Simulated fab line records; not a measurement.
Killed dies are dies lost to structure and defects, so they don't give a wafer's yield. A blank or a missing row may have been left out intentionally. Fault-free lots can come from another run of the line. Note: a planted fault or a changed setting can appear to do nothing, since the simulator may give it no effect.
Which tool is to blame? ; flow sky130 ; 6 lots with 18 wafers sampled at 2 steps, on a route of 708 steps

## WHAT EACH GAUGE READ, for each wafer
SKY_VIA3_CD_MEAS_12: the cd target is 200 nm.
lot;measured;on;cd_nm (nm)
L633;day 41 07:14;cd_sem-02;197.8 199.3 197.8
L634;day 41 13:45;cd_sem-01;202.3 202.1 203.4
L637;day 42 03:28;cd_sem-02;200.3 202.5 202.2
L639;day 42 17:52;cd_sem-02;198.1 197.8 199.3
L646;day 44 23:25;cd_sem-01;202.3 102.0 200.2 202.2 102.3 201.0
L652;day 46 09:56;cd_sem-02;199.7 200.1 199.2

## EACH LOT AND THE TOOL THAT RAN IT (in order: tool; ch and the chambers of the sampled wafers; start)
lot;SKY_VIA3_EXPOSE_09
L633;krf_scanner-01 ch 0, day 40 20:13
L634;krf_scanner-01 ch 0, day 41 01:27
L637;krf_scanner-01 ch 0, day 41 16:26
L639;krf_scanner-01 ch 0, day 42 05:49
L646;krf_scanner-01 ch 0, day 44 11:25
L652;krf_scanner-02 ch 0, day 45 23:25
- SKY_VIA3_EXPOSE_09: exposes mask VIM3, target cd 200 nm.

## THE ANSWER, worked out from the rows above alone
Rule: usual is defined by the lots themselves. The widest of any qualifying gaps counts: lots, ordered by their means at a reading, are off when they make up no more than a third of the lots, leave a main group of 4 or more, and stand apart from it by 3 or more times the standard deviation of that group's means. If all means in a main group match to the digits the tables above print for the reading, that group is not used. A lot without any number at a reading at which 4 lots or more have one is off too. Any other lot the step has rows for is counted as sound.
Off: L646 (SKY_VIA3_CD_MEAS_12, cd_nm). For the main group the mean is 200.1 nm and the standard deviation 1.7.
If a tool, at a process step before that reading, ran all the lots that are off and no sound lot after the first of them, it fits. The gauges at SKY_VIA3_CD_MEAS_12 are tried like those tools. Can't be told from this: 2 tools fit, krf_scanner-01 at SKY_VIA3_EXPOSE_09, cd_sem-01 at SKY_VIA3_CD_MEAS_12.

## WHAT WAS PUT IN BY THE SIMULATOR
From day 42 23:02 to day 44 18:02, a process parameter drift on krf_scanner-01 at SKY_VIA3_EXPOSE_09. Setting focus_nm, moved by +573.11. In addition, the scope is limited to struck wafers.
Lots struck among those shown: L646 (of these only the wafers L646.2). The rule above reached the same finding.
